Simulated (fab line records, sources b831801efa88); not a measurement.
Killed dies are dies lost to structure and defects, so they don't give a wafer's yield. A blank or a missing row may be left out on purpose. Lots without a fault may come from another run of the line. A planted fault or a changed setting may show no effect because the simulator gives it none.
A struck lot beside a sound one | flow gf180mcu | 15 steps out of a route of 602
Sound: wafers L592.3, L592.5, L592.6. Struck: wafers L591.3, L591.4, L591.5. The cause comes at the end.
At each step with rows: each side's tool, then ch and its chambers, then its first start. Under that, the readings that differ: sound wafers | struck wafers | difference of the means | sigmas: that difference in standard deviations of wafers without a fault.
alike: readings whose means differ by less than 2 such deviations, and words and numbers that are the same on both sides. not compared: withheld readings, readings that some wafer has no value for, bounds like >300 that may hide the same value, and numbers for which the record gives no deviation and whose values overlap.
The two part at a step that has a row with sigmas, a row that says differs or no value, or rows on one side only. Numbers that don't overlap but have no deviation are shown without sigmas and don't part them. A reading that every wafer of one side lacks parts them only if that side has two wafers or more.

first, 2 steps without rows for these wafers: GF_LVPWELL_IMPLANT_08; GF_LVPWELL_IMPLANT_09.
GF_LVPWELL_STRIP_10: strips in O2/N2.
  sound on plasma_asher-04 ch 0,1, day 6 06:19; struck on plasma_asher-04 ch 0,1, day 6 01:01
  alike: drypump_motor_current_A, heater_power_w, oes_product_au, strip_time_to_endpoint_s
  not compared: rf_hours_counter_h
GF_LVPWELL_TW_MEAS_11:
  sound on film_metro-01, day 6 06:23; struck on film_metro-04, day 6 01:05
  alike: LVPWELL_TW
then, 7 steps without rows for these wafers: GF_MVSD_DEHYDRATE_00 (time 60 s); GF_MVSD_HMDS_01 (prime time 60 s); GF_MVSD_COAT_02 (resist thk 3000 nm); GF_MVSD_SOFTBAKE_03; GF_MVSD_EXPOSE_04 (exposes mask MVSD, target cd 1000 nm); GF_MVSD_PEB_05; GF_MVSD_DEVELOP_06 (develop time 60 s).
GF_MVSD_OVL_MEAS_07:
  sound on overlay-01, day 6 21:37; struck on overlay-02, day 6 15:14
  alike: MVSD_OVL
GF_MVSD_IMPLANT_08:
  sound on implanter-01 ch 0, day 6 21:41; struck on implanter-03 ch 0, day 6 15:18
  reading                   | sound                | struck               | difference | sigmas
  beam_energy_keV           | 400.07 400.08 399.98 | 390.59 390.63 390.28 | -9.54      | -73
  model.implant.drp_nm (nm) | 116.9 116.9 116.9    | 115.4 115.4 115.4    | -1.5       |
then, 1 step without rows for these wafers: GF_MVSD_IMPLANT_09.
-- the record jumps here: 25 days lie between the struck wafers' starts before and after (it left off in module MVSD and takes up again in module PASSIVATION, whose first step shown is number 602 of the route) --
GF_PASSIVATION_PROBE_99:
  the record has rows for the struck wafers here (prober-01, day 31 16:21) and none for the sound ones

WHERE THEY PART
First at GF_MVSD_IMPLANT_08; last, within this record, at GF_PASSIVATION_PROBE_99.

WHY: what the simulator had put in
Process parameter drift: implanter-03, from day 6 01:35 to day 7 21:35, at GF_MVSD_IMPLANT_08. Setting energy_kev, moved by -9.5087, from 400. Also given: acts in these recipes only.
